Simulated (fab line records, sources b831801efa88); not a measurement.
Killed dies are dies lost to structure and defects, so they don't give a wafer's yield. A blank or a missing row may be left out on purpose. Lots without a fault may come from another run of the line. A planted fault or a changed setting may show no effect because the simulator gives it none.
fab line records | flow gf180mcu
record lots=11 wafers=33 last_day=34
route steps=602 shown V1@349 M2@378 M3@412 V5@564
lots that met no fault: from a run of the same line without faults
start_h: hours from the record's first day to the start of the lot's first wafer shown | wait_h: hours since the lot's step before | " the same as in the row above | L1.1+2: a row that stands for several wafers | - no value, or no start given | * or withheld: withheld | < > ~ a bound
route shown NAME@n: a module of which the file shows steps, and the number in the route of the first | usual: mean/standard deviation of fault-free wafers | same: alike in all rows | chamber/n: place in a boat | sites: the reading at each site | _std_site: their standard deviation | _edge_site: outer sites' mean less inner sites' | radius_mm: how far each site lies from the wafer's centre | mask NAME#n: copy n | behind: the tool/chamber that last shaped the wafer | hold: why the lot was held/for how many hours/how that ended | device: the transistor (n, p or np) that didn't switch | end of line: the same wafers' tests at the end of the route | a step without rows: its recipe alone | killed: dies lost to structure and defects at the first sort, not the wafer's yield | map: a wafer's dies, x killed, . not, _ none there
set.NAME: the setting as run; set.NAME@STEP: as run at that earlier step | model.NAME: the simulator's own value behind a step, which no gauge read
steps of the route over a sample of lots; a table a step, a row a wafer
services: from which hour (start_h, from the record's first day; less than 0 if before it) a tool's chamber was out of use, for how many hours, and why
## steps
# step GF_V1_CD_MEAS_14
# recipe target_cd_nm=260
# usual cd_nm=259.9/1.2
# columns lot.wafer tool chamber start_h wait_h cd_nm
L312.1 cd_sem-02 - 407.45 0.1 259.5
L312.3 " - " " 258.7
L312.6 " - " " 258.8
L313.2 cd_sem-02 - 413.92 0.1 260.5
L313.3 " - " " 259.2
L313.4 " - " " 258.6
L315.1 cd_sem-02 - 437.90 0.1 260.5
L315.4 " - " " 260.3
L315.5 " - " " 260.1
L316.3 cd_sem-01 - 445.89 0.1 259.2
L316.4 " - " " 260.5
L316.5 " - " " 259.3
L317.1 cd_sem-02 - 453.44 0.1 258.7
L317.2 " - " " 258.8
L317.4 " - " " 258.1
L323.1 cd_sem-02 - 512.14 0.1 260.3
L323.3 " - " " 261.3
L323.4 " - " " 262.0
L327.1 cd_sem-02 - 542.37 0.2 261.0
L327.3 " - " " 260.3
L327.6 " - " " 261.4
L331.2 cd_sem-02 - 574.78 0.1 262.5
L331.4 " - " " 261.6
L331.6 " - " " 262.1
L333.1 cd_sem-02 - 588.39 0.1 259.9
L333.4 " - " " 260.6
L333.5 " - " " 259.9
L334.2 cd_sem-01 - 596.31 0.1 259.3
L334.3 " - " " 258.8
L334.6 " - " " 259.4
L335.1 cd_sem-02 - 603.51 0.1 260.5
L335.5 " - " " 260.5
L335.6 " - " " 260.7
# step GF_M2_METAL_ETCH_16
# recipe chemistry=Cl2/BCl3 mask_material=KrF target_depth_nm=750.8 stop_on=SiO2 pressure_mtorr=8 icp_w=800 bias_w=140 Cl2_flow_sccm=80 bcl3_flow_sccm=40 time_s=125.1
# usual drypump_motor_current_A=5.7/0.43 oes_product_au=0.990/0.0058 rf_fwd_power_W=795.0/2.9 throttle_valve_pct=28.229/0.01
# columns lot.wafer tool chamber start_h wait_h drypump_motor_current_A oes_product_au rf_fwd_power_W rf_hours_counter_h throttle_valve_pct
L312.1 rie_metal-04 1 431.71 0.0 5.1 1.004 797.3 5 28.216
L312.3 " 1 " " 5.1 0.985 798.0 - 28.242
L312.6 " 0 " " 6.0 0.998 793.2 - 28.238
L313.2 rie_metal-04 1 438.90 0.0 5.1 0.987 798.7 5 28.234
L313.3 " 0 " " 6.0 0.996 793.7 - 28.217
L313.4 " 1 " " 5.1 0.984 795.6 - 28.232
L315.1 rie_metal-01 0 463.51 0.0 5.5 0.987 794.8 10 28.235
L315.4 " 0 " " 5.4 0.986 793.7 - 28.240
L315.5 " 0 " " 5.4 0.985 795.1 - 28.230
L316.3 rie_metal-02 0 471.11 0.1 6.4 0.990 797.9 - 28.226
L316.4 " 1 " " 5.4 1.002 788.9 - 28.228
L316.5 " 0 " " 6.4 0.994 798.1 - 28.229
L317.1 rie_metal-01 1 478.60 0.0 6.0 0.987 795.7 8 28.222
L317.2 " 0 " " 5.4 0.985 796.6 10 28.236
L317.4 " 0 " " 5.4 0.982 795.9 - 28.272
L323.1 rie_metal-02 1 536.77 0.0 5.4 0.920 668.8 10 28.311
L323.3 " 0 " " 6.4 0.914 668.2 - 28.316
L323.4 " 1 " " 5.5 0.921 666.1 - 28.314
L327.1 rie_metal-02 0 566.65 0.0 6.3 0.920 668.7 14 28.311
L327.3 " 1 " " 5.4 0.922 661.3 - 28.288
L327.6 " 0 " " 6.3 0.916 666.7 - 28.315
L331.2 rie_metal-01 0 597.90 0.0 5.4 0.989 800.3 13 28.230
L331.4 " 1 " " 6.0 0.982 798.6 - 28.231
L331.6 " 1 " " 6.0 0.991 794.2 - 28.200
L333.1 rie_metal-04 0 611.65 0.0 6.0 0.984 794.4 2 28.229
L333.4 " 1 " " 5.1 0.994 795.7 - 28.211
L333.5 " 0 " " 6.0 0.990 789.9 - 28.227
L334.2 rie_metal-04 0 618.80 0.0 6.0 0.979 793.5 2 28.218
L334.3 " 0 " " 6.0 0.984 797.5 - 28.227
L334.6 " 1 " " 5.1 0.996 794.7 - 28.233
L335.1 rie_metal-04 0 626.10 0.0 6.0 0.979 789.9 3 28.241
L335.5 " 0 " " 6.0 0.983 790.4 - 28.231
L335.6 " 1 " " 5.1 0.994 793.4 - 28.235
# step GF_M2_STRIP_17
# recipe chemistry=O2/N2 power_w=1400 pressure_mtorr=1500 platen_temp_c=250 o2_flow_sccm=3000 n2_flow_sccm=300 overash_fraction=0.5
# usual drypump_motor_current_A=5.7/0.38 heater_power_w=332/20 oes_product_au=0.537/0.0048 strip_time_to_endpoint_s=7.37/0.04
# columns lot.wafer tool chamber start_h wait_h drypump_motor_current_A heater_power_w oes_product_au rf_hours_counter_h strip_time_to_endpoint_s
L312.1 plasma_asher-01 0 431.83 0.1 6.0 351 0.541 63 7.37
L312.3 " 1 " " 5.4 358 0.544 - 7.38
L312.6 " 1 " " 5.4 338 0.531 - 7.38
L313.2 plasma_asher-01 0 439.03 0.1 6.0 355 0.532 64 7.43
L313.3 " 1 " " 5.4 345 0.535 - 7.34
L313.4 " 0 " " 6.0 356 0.535 - 7.42
L315.1 plasma_asher-02 1 463.63 0.1 5.7 320 0.533 36 7.44
L315.4 " 0 " " 6.3 303 0.541 - 7.48
L315.5 " 0 " " 6.3 299 0.539 - 7.43
L316.3 plasma_asher-01 1 471.23 0.1 5.3 340 0.536 - 7.39
L316.4 " 0 " " 6.0 354 0.530 - 7.34
L316.5 " 1 " " 5.3 348 0.530 - 7.34
L317.1 plasma_asher-01 1 478.73 0.1 5.4 339 0.537 68 7.39
L317.2 " 0 " " 6.0 344 0.552 68 7.47
L317.4 " 0 " " 6.0 354 0.536 - 7.50
L323.1 plasma_asher-01 0 536.90 0.1 6.0 348 0.552 76 7.74
L323.3 " 0 " " 6.0 347 0.550 - 7.79
L323.4 " 1 " " 5.3 346 0.557 - 7.76
L327.1 plasma_asher-02 1 566.78 0.1 5.7 322 0.557 49 7.78
L327.3 " 0 " " 6.3 296 0.550 - 7.71
L327.6 " 0 " " 6.3 304 0.555 - 7.78
L331.2 plasma_asher-03 1 598.03 0.1 5.1 350 0.541 21 7.39
L331.4 " 1 " " 5.2 357 0.541 - 7.33
L331.6 " 1 " " 5.1 354 0.525 - 7.33
L333.1 plasma_asher-03 1 611.78 0.1 5.1 361 0.541 22 7.40
L333.4 " 1 " " 5.1 358 0.542 - 7.35
L333.5 " 1 " " 5.1 361 0.530 - 7.37
L334.2 plasma_asher-03 1 618.93 0.1 5.1 344 0.542 23 7.43
L334.3 " 1 " " 5.1 347 0.540 - 7.47
L334.6 " 0 " " 5.7 319 0.534 - 7.36
L335.1 plasma_asher-03 1 626.23 0.1 5.1 359 0.542 24 7.43
L335.5 " 1 " " 5.1 356 0.545 - 7.45
L335.6 " 0 " " 5.8 326 0.531 - 7.34
# step GF_M3_SPUTTER_03
# recipe material=Ti target_thk_nm=10 substrate_temp_c=300 chamber_pressure_pa=0.3 power_w=3000 time_s=6.7
# usual throttle_valve_pct=30.3/1
# columns lot.wafer tool chamber start_h wait_h throttle_valve_pct
L312.1 pvd_sputter-03 - 458.07 0.0 29.0
L312.3 " - " " 31.3
L312.6 " - " " 31.3
L313.2 pvd_sputter-04 - 465.41 0.0 30.3
L313.3 " - " " 31.5
L313.4 " - " " 28.2
L315.1 pvd_sputter-04 - 490.15 0.0 31.7
L315.4 " - " " 29.9
L315.5 " - " " 31.6
L316.3 pvd_sputter-04 - 498.46 0.0 29.8
L316.4 " - " " 28.4
L316.5 " - " " 29.9
L317.1 pvd_sputter-01 - 505.42 0.0 29.5
L317.2 " - " " 29.9
L317.4 " - " " 30.4
L323.1 pvd_sputter-04 - 561.79 0.0 27.9
L323.3 " - " " 30.1
L323.4 " - " " 29.7
L327.1 pvd_sputter-03 - 592.12 0.0 31.0
L327.3 " - " " 30.9
L327.6 " - " " 31.7
L331.2 pvd_sputter-04 - 621.45 0.0 29.4
L331.4 " - " " 30.1
L331.6 " - " " 29.9
L333.1 pvd_sputter-03 - 635.47 0.0 31.8
L333.4 " - " " 29.6
L333.5 " - " " 31.7
L334.2 pvd_sputter-01 - 641.83 0.0 29.5
L334.3 " - " " 30.2
L334.6 " - " " 29.6
L335.1 pvd_sputter-03 - 648.58 0.0 31.4
L335.5 " - " " 30.5
L335.6 " - " " 31.2
# step GF_V5_RS_MEAS_24
# recipe thk_meas_gauge=four-point-probe reads=W_of_V5_CVD_23+TiN_of_V5_SPUTTER_22+Ti_of_V5_SPUTTER_21
# usual V5_W_RS=0.328/0.0038
# columns lot.wafer tool chamber start_h wait_h V5_W_RS[ohm/sq]
L312.1 film_metro-02 - 624.96 0.1 0.326
L312.3 " - " " 0.330
L312.6 " - " " 0.332
L313.2 film_metro-02 - 630.27 0.1 0.328
L313.3 " - " " 0.321
L313.4 " - " " 0.325
L315.1 film_metro-01 - 650.50 0.1 0.327
L315.4 " - " " 0.331
L315.5 " - " " 0.323
L316.3 film_metro-02 - 658.88 0.1 0.329
L316.4 " - " " 0.326
L316.5 " - " " 0.329
L317.1 film_metro-04 - 664.50 0.1 0.331
L317.2 " - " " 0.334
L317.4 " - " " 0.331
L323.1 film_metro-02 - 709.99 0.1 0.329
L323.3 " - " " 0.331
L323.4 " - " " 0.330
L327.1 film_metro-02 - 736.25 0.1 0.333
L327.3 " - " " 0.334
L327.6 " - " " 0.331
L331.2 film_metro-01 - 761.18 0.1 0.325
L331.4 " - " " 0.323
L331.6 " - " " 0.324
L333.1 film_metro-01 - 771.95 0.1 0.334
L333.4 " - " " 0.336
L333.5 " - " " 0.334
L334.2 film_metro-04 - 775.97 0.1 0.331
L334.3 " - " " 0.325
L334.6 " - " " 0.327
L335.1 film_metro-02 - 780.64 0.1 0.325
L335.5 " - " " 0.326
L335.6 " - " " 0.326
## services
# columns tool chamber start_h hours kind
plasma_asher-03 - 421.25 9.0 pm
plasma_asher-03 0 421.25 9.0 vent_cycle
plasma_asher-03 1 421.25 9.0 vent_cycle
rie_metal-01 0 424.48 8.5 repair
plasma_asher-03 0 430.25 - clean
plasma_asher-03 1 430.25 - clean
plasma_asher-02 - 453.25 3.8 repair
rie_metal-02 - 454.80 1.4 pm
rie_metal-02 - 466.95 2.8 pm
rie_metal-04 0 503.99 - clean
rie_metal-04 0 503.99 25.2 scheduled_down
rie_metal-04 0 503.99 25.2 vent_cycle
pvd_sputter-04 2 524.38 - consumable_replace:kit
pvd_sputter-04 2 524.38 18.0 scheduled_down
pvd_sputter-04 2 524.38 18.0 vent_cycle
plasma_asher-03 - 559.39 0.5 repair
rie_metal-01 0 577.50 16.6 repair
pvd_sputter-04 - 580.08 1.3 repair
pvd_sputter-03 - 589.10 1.5 repair
rie_metal-02 0 597.44 - clean
plasma_asher-02 - 600.52 2.6 repair
pvd_sputter-04 - 613.60 3.0 repair
plasma_asher-03 - 633.39 2.4 repair
rie_metal-04 1 634.61 10.9 repair
## key
first_sign step=GF_M2_METAL_ETCH_16 reading=rf_fwd_power_W direction=down sigmas=44 usual=795.0 struck=666.6
effect step=GF_M2_METAL_ETCH_16 reading=oes_product_au direction=down sigmas=12 usual=0.990 struck=0.919
effect step=GF_M2_STRIP_17 reading=strip_time_to_endpoint_s direction=up sigmas=9.6 usual=* struck=*
met_at GF_M2_METAL_ETCH_16
struck_lots L323,L327
not_acting_at GF_V1_CD_MEAS_14,GF_M3_SPUTTER_03,GF_V5_RS_MEAS_24
onset_between 471.11 536.77
fault kind=process_parameter_drift tool=rie_metal-02 chamber=- onset_h=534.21 steps=GF_M2_METAL_ETCH_16 channel=icp_w offset=-128 shape=step end_h=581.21 acts_in=these_recipes_only stated=800
